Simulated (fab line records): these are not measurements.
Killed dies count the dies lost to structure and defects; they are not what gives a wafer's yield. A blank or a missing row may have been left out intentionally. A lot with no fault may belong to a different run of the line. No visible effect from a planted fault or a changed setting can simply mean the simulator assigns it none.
Chamber matching :: flow gf180mcu :: 4 sister chambers for GF_V1_CMP_26 on cmp-02
The step polishes, stops on SiO2, t overpolish 15 s, target thk 0 nm. 8 wafers are shown with their chamber, then 7 later ones without.

== WAFERS WITH THEIR CHAMBER ==
wafer: L869.1
chamber: 0
motor current A (A): 11.6
time to endpoint s (s): 80

wafer: L870.5
chamber: 1
motor current A (A): 13.2
time to endpoint s (s): 81

wafer: L872.1
chamber: 0
motor current A (A): 11.7
time to endpoint s (s): 82

wafer: L872.6
chamber: 3
motor current A (A): 10.6
time to endpoint s (s): 95

wafer: L874.4
chamber: 1
motor current A (A): 13.4
time to endpoint s (s): 80

wafer: L874.6
chamber: 2
motor current A (A): 12.8
time to endpoint s (s): 88

wafer: L878.4
chamber: 3
motor current A (A): 11.1
time to endpoint s (s): 91

wafer: L878.5
chamber: 2
motor current A (A): 13.0
time to endpoint s (s): 90

== WAFERS WITH NO CHAMBER GIVEN ==
wafer: L878.6
motor current A (A): 10.9
time to endpoint s (s): 93

wafer: L880.1
motor current A (A): 11.5
time to endpoint s (s): 90

wafer: L880.2
motor current A (A): 13.3
time to endpoint s (s): 85

wafer: L880.3
motor current A (A): 12.6
time to endpoint s (s): 79

wafer: L884.1
motor current A (A): 10.8
time to endpoint s (s): 93

wafer: L884.2
motor current A (A): 13.1
time to endpoint s (s): 89

wafer: L884.4
motor current A (A): 11.9
time to endpoint s (s): 81

== WHICH CHAMBER EACH ONE RAN IN ==
wafer: L878.6
from the rows above: 3
in truth: 3

wafer: L880.1
from the rows above: can't be placed: 3 or 0
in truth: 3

wafer: L880.2
from the rows above: can't be placed: 1 or 2
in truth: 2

wafer: L880.3
from the rows above: can't be placed: 1 or 0
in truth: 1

wafer: L884.1
from the rows above: 3
in truth: 3

wafer: L884.2
from the rows above: 2
in truth: 2

wafer: L884.4
from the rows above: 0
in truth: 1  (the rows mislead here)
Correct placement for 3 of the 7. Cannot be placed on the basis of these rows: 3; the candidates contain the true chamber in 3. Wrongly placed: 1.
How it was worked out, from the rows above alone: a wafer's distance from a chamber is the root of the sum, over the readings, of the square of ((its reading less the chamber's mean) divided by the reading's scatter). The wafer belongs to the nearest chamber; if the next one is less than 2 further off, it can't be placed. Each chamber's mean is taken over the wafers shown for it. The scatter: the root of (the sum of the squares of (reading less its chamber's mean) over the shown wafers, divided by (wafers less chambers)).
